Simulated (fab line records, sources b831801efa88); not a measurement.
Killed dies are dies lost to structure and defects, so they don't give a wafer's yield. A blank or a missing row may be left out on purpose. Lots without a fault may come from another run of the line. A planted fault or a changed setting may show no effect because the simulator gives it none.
A struck lot beside a sound one | flow gf180mcu | 16 steps out of a route of 602
Sound: wafers L517.3, L517.4, L517.6. Struck: wafer L522.1. (L522.3 of the same lot was not struck and is left out.) The cause comes at the end.
At each step with rows: each side's tool, then ch and its chambers, then its first start. Under that, the readings that differ: sound wafers | struck wafers | difference of the means | sigmas: that difference in standard deviations of wafers without a fault.
alike: readings whose means differ by less than 2 such deviations, and words and numbers that are the same on both sides. not compared: withheld readings, readings that some wafer has no value for, bounds like >300 that may hide the same value, and numbers for which the record gives no deviation and whose values overlap.
The two part at a step that has a row with sigmas, a row that says differs or no value, or rows on one side only. Numbers that don't overlap but have no deviation are shown without sigmas and don't part them. A reading that every wafer of one side lacks parts them only if that side has two wafers or more.

first, 1 step without rows for these wafers: GF_STI_DEVELOP_11 (develop time 60 s).
GF_STI_CD_MEAS_12: target cd 220 nm.
  sound on cd_sem-01, day 3 02:32; struck on cd_sem-01, day 4 05:25
  reading    | sound             | struck | difference | sigmas
  cd_nm (nm) | 222.6 222.0 223.9 | 219.0  | -3.8       | -3
GF_STI_ETCH_13: etches the open film in CHF3/O2, stops on Si, target depth 282.31 nm, time 112.9 s.
  sound on rie_diel-01 ch 1,2,3, day 3 02:37; struck on rie_diel-01 ch 3, day 4 05:32
  alike: chf3_flow_sccm, drypump_motor_current_A, oes_product_au, rf_fwd_power_W, throttle_valve_pct
  not compared: rf_hours_counter_h
GF_STI_ETCH_14: etches Si in HBr/Cl2/O2, target depth 360 nm, time 102.9 s.
  sound on rie_si-02 ch 0,1,3, day 3 02:42; struck on rie_si-01 ch 1, day 4 05:37
  alike: drypump_motor_current_A, oes_product_au, rf_fwd_power_W, throttle_valve_pct
  not compared: rf_hours_counter_h
GF_STI_STRIP_15: strips in O2/N2.
  sound on plasma_asher-04 ch 0,1, day 3 02:49; struck on plasma_asher-03 ch 0, day 4 05:41
  reading                | sound | struck | difference                   | sigmas
  rf_hours_counter_h (h) | - - - | 39     | no value on the sound wafers |
  alike: drypump_motor_current_A, heater_power_w, o2_flow_sccm, oes_product_au, strip_time_to_endpoint_s
then, 6 steps without rows for these wafers: GF_STI_CLEAN_16 (cleans in dHF, time 25 s); GF_STI_WET_ETCH_17 (etches Si3N4 in H3PO4, target depth 45 nm, time 514 s); GF_STI_CLEAN_18 (cleans in SC1/SC2, time 150 s); GF_STI_CLEAN_19 (cleans in dHF, time 20 s); GF_STI_WET_ETCH_20 (etches SiO2 in dHF, target depth 20 nm, time 400 s); GF_STI_OXIDATION_21 (stabilise 600 s, purge 300 s, target thk 15 nm).
GF_STI_THK_MEAS_22:
  sound on film_metro-02, day 3 04:40; struck on film_metro-03, day 4 07:54
  alike: STI_OXIDATION_01_THK
GF_STI_CVD_23: deposits SiO2, target thk 650 nm, time 108.3 s.
  sound on hdpcvd-02 ch 0,1, day 3 04:42; struck on hdpcvd-02 ch 0, day 4 07:58
  reading                              | sound             | struck | difference | sigmas
  model.SiO2_of_STI_CVD_23.thk_nm (nm) | 644.2 660.1 647.5 | 868.4  | +217.8     |
GF_STI_THK_MEAS_24:
  sound on film_metro-02, day 3 04:48; struck on film_metro-02, day 4 08:07
  reading             | sound       | struck | difference | sigmas
  STI_CVD_23_THK (nm) | 644 660 647 | 869    | +219       | +30
GF_STI_CMP_25: polishes, stops on Si3N4, t overpolish 33 s, target thk 524.6 nm.
  sound on cmp-01 ch 1,2, day 3 05:04; struck on cmp-02 ch 0, day 4 08:11
  reading                | sound          | struck | difference | sigmas
  motor_current_A (A)    | 11.7 13.4 12.9 | 9.9    | -2.8       | -3
  time_to_endpoint_s (s) | 120 120 119    | 175    | +55        | +11
then, 1 step without rows for these wafers: GF_STI_WET_ETCH_26 (etches SiO2 in dHF, target depth 94 nm, time 188 s).

WHERE THEY PART
First at GF_STI_CD_MEAS_12; last, within this record, at GF_STI_CMP_25.

WHY: what the simulator had put in
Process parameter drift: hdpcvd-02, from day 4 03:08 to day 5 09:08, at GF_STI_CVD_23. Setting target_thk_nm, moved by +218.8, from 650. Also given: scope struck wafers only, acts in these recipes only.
